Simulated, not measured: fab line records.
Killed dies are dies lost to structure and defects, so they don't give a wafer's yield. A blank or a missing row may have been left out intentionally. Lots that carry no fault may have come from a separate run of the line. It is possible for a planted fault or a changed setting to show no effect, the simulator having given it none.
fab line records	flow sky130	part 2 of 2: steps 30 to 36 of 36
record lots=5	wafers=15	lastDay=50
route steps=708 shown VIA1@469 METAL2@483
lots with no fault: from the same line, run without faults
startH: hours from the record's first day to the start of the lot's first wafer shown	waitH: hours from the lot's prior step to this one	" identical to the entry in the row above	L1.1+2: one row covering several wafers at once	- no value present, or no start provided	* or withheld: withheld	< > ~ a bound
route shown NAME@n: NAME is a module with steps in the file, n the number in the route of the first one	usual: mean/standard deviation of fault-free wafers	same: alike in all rows	chamber/n: place in a boat	sites: per-site readings	_std_site: standard deviation of those values	_edge_site: the outer-site mean with the inner-site mean subtracted	radiusMm: how far each site lies from the wafer's centre	mask NAME#n: copy n	behind: tool/chamber where the wafer was last shaped	hold: the reason the lot was held/the length of the hold in hours/how it ended	device: which transistor (n, p or np) failed to switch	end of line: tests run on the same wafers once the route is complete	for a step that has no rows: nothing shown but its recipe	killed: dies that structure and defects cost at the first sort, which is not the same as the wafer's yield	map: a wafer's dies, marking killed ones x, the rest . and places with no die _
set.NAME: the setting that was run; set.NAME@STEP: the one run at that earlier step	model.NAME: the simulator's own value behind a step, which no gauge read
lots seen at some steps along the route; tables by step, rows by wafer
services: a tool's chamber out of use, with start hour (startH, from the record's first day; less than 0 if before it), hours out, and reason
## steps
# step SKY_METAL2_CD_MEAS_15
# recipe targetCdNm=140
# usual cdNm=139.8/1.5
lot.wafer	tool	chamber	startH	waitH	cdNm
L083.1	cdSem-01	-	889.96	-	139.9
L083.3	"	-	"	"	139.5
L083.6	"	-	"	"	140.1
L086.3	cdSem-02	-	917.75	-	141.5
L086.5	"	-	"	"	141.9
L086.6	"	-	"	"	142.1
L088.4	cdSem-02	-	927.13	-	139.8
L088.5	"	-	"	"	139.6
L088.6	"	-	"	"	138.9
L091.2	cdSem-02	-	945.58	-	140.7
L091.5	"	-	"	"	138.0
L091.6	"	-	"	"	140.3
L095.2	cdSem-01	-	971.43	-	142.3
L095.4	"	-	"	"	141.7
L095.6	"	-	"	"	143.0
# step SKY_METAL2_OVL_MEAS_16
# usual METAL2_OVL=-7/5.3
lot.wafer	tool	chamber	startH	waitH	METAL2_OVL[nm]
L083.1	overlay-01	-	890.08	0.1	-3
L083.3	"	-	"	"	-5
L083.6	"	-	"	"	-6
L086.3	overlay-01	-	917.84	0.1	-3
L086.5	"	-	"	"	-13
L086.6	"	-	"	"	-9
L088.4	overlay-01	-	927.21	0.1	-7
L088.5	"	-	"	"	-6
L088.6	"	-	"	"	-7
L091.2	overlay-01	-	945.69	0.1	-14
L091.5	"	-	"	"	-20
L091.6	"	-	"	"	-4
L095.2	overlay-01	-	971.54	0.1	-5
L095.4	"	-	"	"	1
L095.6	"	-	"	"	-5
# step SKY_METAL2_DESCUM_17
# recipe chemistry=O2	sourcePowerW=150	biasPowerW=0	pressureMtorr=10	tempC=40	timeS=8
# usual drypumpMotorCurrentA=5.84/0.23	oesProductAu=0.998/0.0083
lot.wafer	tool	chamber	startH	waitH	drypumpMotorCurrentA	oesProductAu	rfHoursCounterH
L083.1	rieMetal-02	0	890.12	0.0	5.63	1.002	0
L083.3	"	0	"	"	5.65	0.998	-
L083.6	"	1	"	"	5.84	0.996	-
L086.3	rieMetal-03	1	917.88	0.0	6.00	0.988	-
L086.5	"	1	"	"	5.98	0.992	-
L086.6	"	0	"	"	6.04	0.994	-
L088.4	rieMetal-02	1	927.24	0.0	5.83	1.010	-
L088.5	"	1	"	"	5.82	1.001	-
L088.6	"	0	"	"	5.62	1.008	-
L091.2	rieMetal-03	1	945.72	0.0	5.92	0.983	14
L091.5	"	1	"	"	5.98	0.988	-
L091.6	"	0	"	"	6.05	0.968	-
L095.2	rieMetal-02	0	971.57	0.0	5.62	0.992	4
L095.4	"	1	"	"	5.85	0.999	-
L095.6	"	0	"	"	5.61	1.004	-
# step SKY_METAL2_ETCH_18
# recipe chemistry=N2/H2	target=BARC	ionEnergyEv=200	biasW=100	pressureMtorr=30	n2FlowSccm=100	h2FlowSccm=200	icpW=500	stopOn=SiO2	timeS=45.9	targetDepthA=600
# usual drypumpMotorCurrentA=5.85/0.24	oesProductAu=0.855/0.0045	throttleValvePct=13.225/0.011
lot.wafer	tool	chamber	startH	waitH	drypumpMotorCurrentA	oesProductAu	rfHoursCounterH	throttleValvePct
L083.1	rieMetal-02	0	890.15	0.0	5.62	0.857	0	13.226
L083.3	"	0	"	"	5.61	0.852	-	13.223
L083.6	"	1	"	"	5.86	0.852	-	13.227
L086.3	rieMetal-03	1	917.92	0.0	5.99	0.855	-	13.224
L086.5	"	1	"	"	6.00	0.867	-	13.215
L086.6	"	0	"	"	6.02	0.860	-	13.218
L088.4	rieMetal-02	1	927.28	0.0	5.83	0.861	-	13.218
L088.5	"	1	"	"	5.85	0.858	-	13.222
L088.6	"	0	"	"	5.66	0.856	-	13.212
L091.2	rieMetal-03	1	945.75	0.0	5.99	0.857	14	13.212
L091.5	"	1	"	"	6.01	0.849	-	13.236
L091.6	"	0	"	"	6.07	0.858	-	13.209
L095.2	rieMetal-02	0	971.60	0.0	5.63	0.858	4	13.217
L095.4	"	1	"	"	5.85	0.861	-	13.243
L095.6	"	0	"	"	5.61	0.850	-	13.238
# step SKY_METAL2_METAL_ETCH_19
# recipe targetDepthA=3600	stopOn=SiO2	overEtchFrac=0.3	timeS=78	chemistry=Cl2/BCl3	resistSidewallDeg=88	pressureMtorr=10	icpW=900	biasW=48.5	Cl2_flow_sccm=60	bcl3FlowSccm=30
# usual drypumpMotorCurrentA=5.84/0.23	oesProductAu=0.853/0.0057	throttleValvePct=22.264/0.0087
lot.wafer	tool	chamber	startH	waitH	drypumpMotorCurrentA	oesProductAu	rfHoursCounterH	throttleValvePct
L083.1	rieMetal-02	0	890.21	0.0	5.63	0.845	0	22.260
L083.3	"	0	"	"	5.66	0.852	-	22.277
L083.6	"	1	"	"	5.84	0.847	-	22.274
L086.3	rieMetal-03	1	917.99	0.1	5.95	0.855	-	22.261
L086.5	"	1	"	"	5.96	0.864	-	22.259
L086.6	"	0	"	"	6.04	0.849	-	22.269
L088.4	rieMetal-02	1	927.35	0.1	5.84	0.844	-	22.265
L088.5	"	1	"	"	5.87	0.850	-	22.272
L088.6	"	0	"	"	5.63	0.848	-	22.261
L091.2	rieMetal-03	1	945.81	0.0	6.00	0.853	14	22.273
L091.5	"	1	"	"	5.97	0.856	-	22.269
L091.6	"	0	"	"	6.04	0.855	-	22.271
L095.2	rieMetal-02	0	971.66	0.0	5.63	0.849	5	22.266
L095.4	"	1	"	"	5.81	0.859	-	22.272
L095.6	"	0	"	"	5.65	0.851	-	22.269
# step SKY_METAL2_STRIP_20
# recipe chemistry=O2/N2	powerW=1400	pressureMtorr=1500	platenTempC=withheld	o2FlowSccm=3000	n2FlowSccm=300	overashFraction=0.5
# usual drypumpMotorCurrentA=6.0/0.45	oesProductAu=0.343/0.0047	stripTimeToEndpointS=2.71/0.036
lot.wafer	tool	chamber	startH	waitH	drypumpMotorCurrentA	oesProductAu	rfHoursCounterH	stripTimeToEndpointS
L083.1	plasmaAsher-03	1	890.30	0.1	6.4	0.339	46	2.70
L083.3	"	0	"	"	5.9	0.342	-	2.74
L083.6	"	0	"	"	5.9	0.341	-	2.65
L086.3	plasmaAsher-01	1	918.08	0.1	6.5	0.347	-	2.72
L086.5	"	0	"	"	5.4	0.350	-	2.76
L086.6	"	1	"	"	6.6	0.350	-	2.78
L088.4	plasmaAsher-01	1	927.44	0.1	6.6	0.342	-	2.72
L088.5	"	0	"	"	5.4	0.347	-	2.73
L088.6	"	1	"	"	6.6	0.340	-	2.74
L091.2	plasmaAsher-03	1	945.90	0.1	6.4	0.348	52	2.73
L091.5	"	0	"	"	5.9	0.351	-	2.74
L091.6	"	1	"	"	6.4	0.349	-	2.74
L095.2	plasmaAsher-01	0	971.75	0.1	5.4	0.349	113	2.70
L095.4	"	1	"	"	6.6	0.344	-	2.70
L095.6	"	1	"	"	6.5	0.339	-	2.71
# step SKY_METAL2_STRIP_21
# recipe chemistry=postEtchResidueRemover	timeS=1200	tempC=72.5
# usual bathHeatDutyPct=14.8/1.4
lot.wafer	tool	chamber	startH	waitH	bathHeatDutyPct
L083.1	wetBench-02	3	890.40	0.1	14.7
L083.3	"	3	"	"	16.4
L083.6	"	3	"	"	15.2
L086.3	wetBench-02	2	918.15	0.0	15.0
L086.5	"	2	"	"	14.8
L086.6	"	2	"	"	14.8
L088.4	wetBench-02	1	927.51	0.0	14.9
L088.5	"	1	"	"	14.5
L088.6	"	1	"	"	15.6
L091.2	wetBench-01	1	946.00	0.1	13.6
L091.5	"	1	"	"	12.2
L091.6	"	1	"	"	13.0
L095.2	wetBench-01	1	971.85	0.1	13.7
L095.4	"	1	"	"	13.3
L095.6	"	1	"	"	14.2
## services
tool	chamber	startH	hours	kind
rieMetal-02	0	838.67	1.7	repair
wetBench-04	-	846.24	0.8	repair
pvdSputter-04	-	847.65	3.6	repair
krfScanner-02	-	848.44	4.0	pm
rieDiel-01	-	852.33	0.3	repair
krfScanner-02	-	857.07	1.3	pm
krfScanner-01	-	859.72	0.3	repair
cmp-02	-	862.43	21.5	repair
pvdSputter-01	-	866.11	1.0	repair
krfScanner-02	-	876.76	0.8	pm
plasmaAsher-01	-	877.02	18.8	repair
pvdSputter-01	-	878.48	3.2	repair
plasmaAsher-01	-	879.27	0.5	repair
cvdW-01	-	880.63	14.6	pm
pvdSputter-01	-	884.99	2.4	repair
cmp-02	-	894.13	1.2	repair
rieDiel-01	-	901.04	2.8	pm
cvdW-01	-	904.00	14.0	pm
cmp-02	-	905.50	1.2	repair
cmp-02	-	910.89	6.7	repair
krfScanner-02	-	928.98	3.6	pm
krfScanner-02	-	941.50	0.8	pm
rieMetal-03	-	947.86	15.6	pm
rieDiel-01	-	955.42	3.6	repair
